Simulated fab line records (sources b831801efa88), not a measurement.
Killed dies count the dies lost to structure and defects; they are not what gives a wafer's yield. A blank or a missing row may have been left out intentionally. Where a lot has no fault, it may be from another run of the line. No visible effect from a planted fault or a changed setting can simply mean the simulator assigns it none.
Struck lot and sound lot, side by side    flow sky130    15 out of 708 route steps
Sound: these wafers, L715.2, L715.3, L715.5. Struck: wafer L724.2 (left out: L724.5, a lot-mate that was not struck); the cause follows at the end.
At each step with rows: each side's tool, then ch and its chambers, then its first start. Under that, the readings that differ: sound wafers    struck wafers    difference of the means    sigmas: that difference in standard deviations of wafers without a fault.
alike: same words and numbers on both sides, and readings whose means sit less than 2 such deviations apart. not compared: any withheld reading, any reading some wafer has no value for, any bound like >300 that may hide the same value, and any number with overlapping values for which the record gives no deviation.
The two part at a step that has a row with sigmas, a row that says differs or no value, or rows on one side only. Non-overlapping numbers with no deviation appear without sigmas and do not part them. Lack of a reading on every wafer of one side parts them only where that side has two or more wafers.

first, 4 steps without rows for these wafers: SKY_SD_P_SOFTBAKE_03 (time 60 s); SKY_SD_P_EXPOSE_04 (exposes mask PSDM, target cd 380 nm); SKY_SD_P_PEB_05; SKY_SD_P_DEVELOP_06 (develop time 60 s).
SKY_SD_P_CD_MEAS_07: the cd target is 380 nm.
  sound on cd-sem-01 at day 29 11:48; struck on cd-sem-02 at day 32 07:31
  alike: cd-nm
SKY_SD_P_OVL_MEAS_08:
  sound on overlay-02 at day 29 11:55; struck on overlay-01 at day 32 07:37
reading        sound        struck  difference  sigmas
SD_P_OVL (nm)  1.7 0.9 1.6  -1.8    -3.2        -2
following that, these wafers have no rows for 1 step: SKY_SD_P_IMPLANT_09.
SKY_SD_P_STRIP_10: strips in O2/N2.
  sound on plasma-asher-02 ch 0,1, day 29 12:05; struck on plasma-asher-04 ch 0, day 32 07:48
reading                       sound              struck  difference  sigmas
strip-time-to-endpoint-s (s)  17.60 17.58 17.54  17.47   -0.10       -2
  alike: drypump-motor-current-A, n2-flow-sccm, oes-product-au
  not compared: rf-hours-counter-h
SKY_SD_P_TW_MEAS_11:
  sound on film-metro-04 at day 29 12:12; struck on film-metro-04 at day 32 07:55
  alike: SD_P_TW
then, 3 steps without rows for these wafers: SKY_RES_XHIGH_DEHYDRATE_00 (time 60 s); SKY_RES_XHIGH_HMDS_01 (prime time 60 s); SKY_RES_XHIGH_COAT_02 (resist thk 1140 nm).
SKY_RES_XHIGH_SOFTBAKE_03: time 60 s.
  sound on litho-track-01 ch 0, day 30 02:01; struck on litho-track-04 ch 0, day 32 21:59
reading           sound              struck  difference  sigmas
run-length-s (s)  89.66 89.34 89.26  91.49   +2.07       +14
then, 1 step without rows for these wafers: SKY_RES_XHIGH_EXPOSE_04 (exposes mask URPM, target cd 1270 nm).
SKY_PAD_OPEN_PROBE_99:
  sound wafers here have rows in the record (prober-02, day 48 15:41); struck ones have none

== WHERE THEY PART ==
Earliest at SKY_SD_P_OVL_MEAS_08; latest, in this record, at SKY_PAD_OPEN_PROBE_99.

WHY: the cause the simulator had injected
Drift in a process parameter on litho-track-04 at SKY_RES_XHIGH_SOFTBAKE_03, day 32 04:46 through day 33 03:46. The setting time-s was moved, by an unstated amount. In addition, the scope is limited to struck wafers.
